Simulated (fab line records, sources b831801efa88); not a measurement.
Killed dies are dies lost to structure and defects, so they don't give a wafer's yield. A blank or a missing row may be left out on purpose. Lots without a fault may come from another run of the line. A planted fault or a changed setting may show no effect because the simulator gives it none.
fab line records | flow sky130
record lots=6 wafers=18 last_day=49
route steps=708 shown POLY_CUT@312 SD_P@320
lots that met no fault: from a run of the same line without faults
start_h: hours from the record's first day to the start of the lot's first wafer shown | wait_h: hours since the lot's step before | " the same as in the row above | L1.1+2: a row that stands for several wafers | - no value, or no start given | * or withheld: withheld | < > ~ a bound
route shown NAME@n: a module of which the file shows steps, and the number in the route of the first | usual: mean/standard deviation of fault-free wafers | same: alike in all rows | chamber/n: place in a boat | sites: the reading at each site | _std_site: their standard deviation | _edge_site: outer sites' mean less inner sites' | radius_mm: how far each site lies from the wafer's centre | mask NAME#n: copy n | behind: the tool/chamber that last shaped the wafer | hold: why the lot was held/for how many hours/how that ended | device: the transistor (n, p or np) that didn't switch | end of line: the same wafers' tests at the end of the route | a step without rows: its recipe alone | killed: dies lost to structure and defects at the first sort, not the wafer's yield | map: a wafer's dies, x killed, . not, _ none there
set.NAME: the setting as run; set.NAME@STEP: as run at that earlier step | model.NAME: the simulator's own value behind a step, which no gauge read
lots at some steps of the route; a table a step, a row a wafer
services: from which hour (start_h, from the record's first day; less than 0 if before it) a tool's chamber was out of use, for how many hours, and why
## steps
# step SKY_POLY_CUT_EXPOSE_05
# recipe mask_id=NPCM na=0.8 source_shape=annular sigma_inner=0.55 sigma_outer=0.85 target_cd_nm=270 dose_mj=32
# step SKY_POLY_CUT_PEB_06
# recipe peb_temp_c=withheld peb_time_s=withheld resist=KrF-thick
# step SKY_POLY_CUT_DEVELOP_07
# recipe develop_time_s=60 resist=KrF-thick dev_temp_c=21
# step SKY_POLY_CUT_CD_MEAS_08
# recipe target_cd_nm=270
# usual cd_nm=270.4/1.4
# columns lot.wafer tool chamber start_h wait_h cd_nm
L186.1 cd_sem-01 - 558.93 - 273.5
L186.4 " - " " 272.0
L186.6 " - " " 271.0
L194.1 cd_sem-01 - 634.67 - 270.7
L194.2 " - " " 270.5
L194.6 " - " " 268.9
L195.2 cd_sem-02 - 639.14 - 269.4
L195.3 " - " " 268.9
L195.5 " - " " 270.2
L201.1 cd_sem-02 - 678.48 - 269.8
L201.4 " - " " 270.0
L201.5 " - " " 268.6
L202.1 cd_sem-02 - 692.91 - 268.9
L202.3 " - " " 267.6
L202.6 " - " " 269.1
L205.2 cd_sem-02 - 715.25 - 270.2
L205.3 " - " " 272.5
L205.4 " - " " 270.6
# step SKY_POLY_CUT_OVL_MEAS_09
# usual POLY_CUT_OVL=-1/5.2
# columns lot.wafer tool chamber start_h wait_h POLY_CUT_OVL[nm]
L186.1 overlay-02 - 559.05 0.1 0
L186.4 " - " " 2
L186.6 " - " " -4
L194.1 overlay-02 - 634.79 0.1 3
L194.2 " - " " -7
L194.6 " - " " -2
L195.2 overlay-02 - 639.24 0.1 1
L195.3 " - " " -6
L195.5 " - " " -6
L201.1 overlay-01 - 678.60 0.1 -2
L201.4 " - " " 0
L201.5 " - " " 2
L202.1 overlay-02 - 693.03 0.1 -1
L202.3 " - " " 0
L202.6 " - " " 3
L205.2 overlay-02 - 715.36 0.1 11
L205.3 " - " " 9
L205.4 " - " " 4
# step SKY_POLY_CUT_ETCH_10
# recipe chemistry=N2/H2 target=BARC ion_energy_ev=200 source_w=500 bias_w=100 pressure_mtorr=30 n2_flow_sccm=100 h2_flow_sccm=200 stop_on=SiO2 time_s=45.9 target_depth_a=600
# usual drypump_motor_current_A=6.0/0.33 oes_product_au=0.855/0.0048 throttle_valve_pct=13.224/0.0091
# columns lot.wafer tool chamber start_h wait_h drypump_motor_current_A oes_product_au rf_hours_counter_h throttle_valve_pct
L186.1 rie_diel-03 3 559.09 0.0 6.2 0.853 6 13.224
L186.4 " 0 " " 6.0 0.858 17 13.223
L186.6 " 0 " " 6.0 0.849 - 13.208
L194.1 rie_diel-04 1 634.82 0.0 6.2 0.851 46 13.213
L194.2 " 0 " " 5.7 0.850 7 13.227
L194.6 " 0 " " 5.7 0.851 - 13.234
L195.2 rie_diel-03 1 639.27 0.0 5.6 0.844 28 13.212
L195.3 " 3 " " 6.2 0.848 8 13.241
L195.5 " 2 " " 5.3 0.850 - 13.233
L201.1 rie_diel-04 0 678.64 0.0 5.7 0.863 8 13.229
L201.4 " 0 " " 5.7 0.850 - 13.227
L201.5 " 1 " " 6.2 0.858 - 13.233
L202.1 rie_diel-01 3 693.07 0.0 5.5 0.858 12 13.226
L202.3 " 2 " " 6.0 0.842 15 13.218
L202.6 " 2 " " 6.0 0.855 - 13.224
L205.2 rie_diel-01 1 715.39 0.0 6.2 0.858 12 13.222
L205.3 " 0 " " 6.2 0.856 7 13.228
L205.4 " 2 " " 6.0 0.858 16 13.216
# step SKY_POLY_CUT_ETCH_11
# recipe target=Si3N4 chemistry=CF4/CH2F2/Ar stop_on=poly-Si source_w=600 bias_w=150 pressure_mtorr=40 cf4_flow_sccm=40 ch2f2_flow_sccm=20 Ar_flow_sccm=150 time_s=42.5 target_depth_a=600
# usual drypump_motor_current_A=6.0/0.33 oes_product_au=0.830/0.0069 throttle_valve_pct=14.995/0.0084
# columns lot.wafer tool chamber start_h wait_h drypump_motor_current_A oes_product_au rf_hours_counter_h throttle_valve_pct
L186.1 rie_diel-03 3 559.13 0.0 6.3 0.819 6 14.994
L186.4 " 0 " " 6.0 0.840 17 15.007
L186.6 " 0 " " 6.0 0.844 - 14.994
L194.1 rie_diel-04 1 634.87 0.0 6.2 0.840 46 14.987
L194.2 " 0 " " 5.7 0.838 7 14.994
L194.6 " 0 " " 5.7 0.833 - 15.013
L195.2 rie_diel-03 1 639.32 0.0 5.6 0.824 28 15.005
L195.3 " 3 " " 6.3 0.836 8 14.989
L195.5 " 2 " " 5.3 0.836 - 15.004
L201.1 rie_diel-04 0 678.68 0.0 5.7 0.812 8 15.001
L201.4 " 0 " " 5.7 0.819 - 14.994
L201.5 " 1 " " 6.3 0.822 - 14.993
L202.1 rie_diel-01 3 693.11 0.0 5.6 0.838 12 15.003
L202.3 " 2 " " 6.0 0.836 15 15.000
L202.6 " 2 " " 6.0 0.829 - 14.993
L205.2 rie_diel-01 1 715.43 0.0 6.2 0.840 12 14.980
L205.3 " 0 " " 6.2 0.835 8 14.984
L205.4 " 2 " " 6.0 0.827 16 14.985
# step SKY_POLY_CUT_STRIP_12
# recipe chemistry=O2/N2 power_w=1400 pressure_mtorr=1500 platen_temp_c=withheld o2_flow_sccm=3000 n2_flow_sccm=300 overash_fraction=0.5
# usual drypump_motor_current_A=5.5/0.44 oes_product_au=0.453/0.0049 strip_time_to_endpoint_s=5.358/0.018
# columns lot.wafer tool chamber start_h wait_h drypump_motor_current_A oes_product_au rf_hours_counter_h strip_time_to_endpoint_s
L186.1 plasma_asher-04 0 559.17 0.0 5.3 0.452 87 5.349
L186.4 " 0 " " 5.3 0.450 - 5.353
L186.6 " 0 " " 5.3 0.445 - 5.342
L194.1 plasma_asher-01 1 634.91 0.0 5.4 0.446 51 5.370
L194.2 " 0 " " 6.6 0.447 51 5.332
L194.6 " 0 " " 6.6 0.444 - 5.357
L195.2 plasma_asher-04 0 639.36 0.0 5.3 0.453 95 5.359
L195.3 " 1 " " 5.3 0.457 - 5.355
L195.5 " 1 " " 5.3 0.456 - 5.334
L201.1 plasma_asher-04 1 678.72 0.0 5.3 0.453 99 5.352
L201.4 " 1 " " 5.3 0.456 - 5.357
L201.5 " 0 " " 5.3 0.444 - 5.357
L202.1 plasma_asher-01 0 693.15 0.0 6.6 0.457 57 5.391
L202.3 " 1 " " 5.4 0.458 - 5.389
L202.6 " 0 " " 6.6 0.459 - 5.370
L205.2 plasma_asher-04 1 715.47 0.0 5.3 0.456 102 5.338
L205.3 " 0 " " 5.3 0.451 - 5.341
L205.4 " 1 " " 5.3 0.448 - 5.346
# step SKY_SD_P_DEHYDRATE_00
# recipe temp_c=200 time_s=60
# step SKY_SD_P_HMDS_01
# recipe prime_time_s=60 prime_temp_c=120
# step SKY_SD_P_COAT_02
# recipe resist=NOVOLAK spin_rpm=3000 resist_thk_nm=1140
# step SKY_SD_P_SOFTBAKE_03
# recipe temp_c=90 time_s=60 resist=NOVOLAK
# step SKY_SD_P_EXPOSE_04
# recipe mask_id=PSDM na=0.6 source_shape=conventional sigma_outer=0.6 polarization=unpolarized target_cd_nm=380 dose_mj=138
# usual exposure_dose_mJ_cm2=137.96/0.14 focus_offset_nm=0.0/0.58
# columns lot.wafer tool chamber start_h wait_h mask exposure_dose_mJ_cm2 focus_offset_nm
L186.1 iline_stepper-02 0 574.02 - PSDM#0 137.98 -0.8
L186.4 " 0 " " PSDM#0 137.80 -0.1
L186.6 " 0 " " PSDM#0 138.13 0.2
L194.1 iline_stepper-02 - 649.07 - PSDM#0 - -
L194.2 " - " " PSDM#0 - -
L194.6 " - " " PSDM#0 - -
L195.2 iline_stepper-02 - 653.25 - PSDM#0 - -
L195.3 " - " " PSDM#0 - -
L195.5 " - " " PSDM#0 - -
L201.1 iline_stepper-02 0 693.45 - PSDM#0 137.92 -0.4
L201.4 " 0 " " PSDM#0 137.97 -1.1
L201.5 " 0 " " PSDM#0 137.79 0.0
L202.1 iline_stepper-01 0 707.20 - PSDM#0 137.94 -0.3
L202.3 " 0 " " PSDM#0 137.71 -1.8
L202.6 " 0 " " PSDM#0 138.00 -0.2
L205.2 iline_stepper-01 0 729.91 - PSDM#0 138.16 0.5
L205.3 " 0 " " PSDM#0 138.08 0.4
L205.4 " 0 " " PSDM#0 137.78 -0.2
# step SKY_SD_P_PEB_05
# recipe temp_c=withheld time_s=* resist=NOVOLAK
## services
# columns tool chamber start_h hours kind
rie_diel-03 - 550.68 0.2 repair
iline_stepper-02 - 556.05 1.5 repair
rie_diel-04 1 557.94 4.3 repair
rie_diel-01 0 573.92 11.8 repair
rie_diel-04 2 589.87 - clean
rie_diel-04 2 589.87 20.7 scheduled_down
rie_diel-04 2 589.87 20.7 vent_cycle
iline_stepper-01 - 590.45 1.7 pm
iline_stepper-01 - 599.42 4.0 repair
rie_diel-03 2 599.45 14.4 repair
rie_diel-04 2 614.01 84.9 repair
iline_stepper-02 - 614.93 1.7 pm
rie_diel-03 2 616.28 - clean
rie_diel-03 2 616.28 15.6 scheduled_down
rie_diel-03 2 616.28 15.6 vent_cycle
iline_stepper-01 0 652.39 - calibration
plasma_asher-04 - 654.46 0.6 repair
rie_diel-01 3 671.04 12.9 repair
rie_diel-03 3 684.85 4.5 repair
rie_diel-03 3 691.20 8.6 repair
plasma_asher-04 - 702.76 2.8 pm
iline_stepper-02 0 703.76 - calibration
plasma_asher-01 - 719.23 14.6 pm
## key
first_sign step=SKY_SD_P_EXPOSE_04 reading=tool_record direction=missing
effect none on later readings
met_at SKY_SD_P_EXPOSE_04
struck_wafers L194.1,L194.2,L194.6,L195.2,L195.3,L195.5
sort_left_out L194.1,L194.2,L194.6,L195.2,L195.3,L195.5
tester_left_out L194,L195
onset_between 574.02 649.07
fault kind=skipped_step_whole tool=iline_stepper-02 chamber=- onset_h=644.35 steps=SKY_SD_P_EXPOSE_04 scope=struck_lots_only
# tester_left_out: of these lots the tester's yield and bins aren't shown, on N5 and GAA mostly nor the transistor test; their killed dies are dies lost to structure and defects alone, not to doping, threshold or leakage, so they don't give the yield
# sort_left_out: the simulated sort isn't trusted on such a fault, so these wafers' sort isn't shown, and their yield isn't known
